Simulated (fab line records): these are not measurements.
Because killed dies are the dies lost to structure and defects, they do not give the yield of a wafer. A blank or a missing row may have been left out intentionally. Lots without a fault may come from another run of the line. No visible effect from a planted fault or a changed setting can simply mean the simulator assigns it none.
Which tool was responsible? | flow sky130 | 42 wafers sampled from 14 lots at 1 step of a route of 708

== WHAT THE GAUGES READ, wafer by wafer ==
SKY_CONTACT_THK_MEAS_03.
lot  | measured     | on           | CONTACT_HDPCVD_THK (nm)
L493 | day 30 13:03 | filmMetro-01 | 566 571 568
L492 | day 30 14:20 | filmMetro-03 | 568 573 569
L497 | day 32 03:59 | filmMetro-01 | 570 559 574
L496 | day 32 06:32 | filmMetro-01 | 570 577 575
L499 | day 32 23:28 | filmMetro-04 | 563 564 572
L501 | day 33 17:26 | filmMetro-01 | 572 570 562
L502 | day 33 17:47 | filmMetro-03 | 558 573 574
L506 | day 34 20:29 | filmMetro-03 | 568 568 555
L509 | day 36 11:40 | filmMetro-01 | 557 548 566
L511 | day 36 13:13 | filmMetro-03 | 573 555 573
L512 | day 36 19:50 | filmMetro-01 | 570 556 569
L513 | day 37 02:17 | filmMetro-03 | 562 571 576
L514 | day 37 02:47 | filmMetro-03 | 576 578 572
L515 | day 37 13:53 | filmMetro-01 | 575 558 563

== WHICH TOOL RAN EACH LOT (tool, then ch and the chambers of the sampled wafers, then the start) ==
The record holds no process step before these readings.

== WHAT THE TOOLS THEMSELVES READ (means of the sampled wafers that have a number; where no wafer has one, the mark that the record gives instead) ==
The record holds no such reading with a usual standard deviation.

== THE ANSWER, worked out from the rows above alone ==
Rule: the usual values come from the lots themselves. Put in order of their means at a reading, lots are off if they are a third of the lots or fewer, leave a main group of 4 or more, and stand apart from it by a gap of 3 or more times the standard deviation of the main group's means; of several such gaps the widest counts. The tables above print the reading to a certain number of digits; a main group whose means all agree to those digits is not used. Also off: a lot with no number at a reading for which 4 or more lots have one. Where the step has rows for the other lots, those lots are counted as sound. After the gauges, taken in route order, come the tools' own readings; for these a lot's mean is taken, as printed above. At the first step where some lot is off, the reading lying furthest off is the one used; lots without a number count as furthest.
No lot is off on any of the readings shown, so nothing can be concluded from this.

== WHAT HAD BEEN PUT IN BY THE SIMULATOR ==
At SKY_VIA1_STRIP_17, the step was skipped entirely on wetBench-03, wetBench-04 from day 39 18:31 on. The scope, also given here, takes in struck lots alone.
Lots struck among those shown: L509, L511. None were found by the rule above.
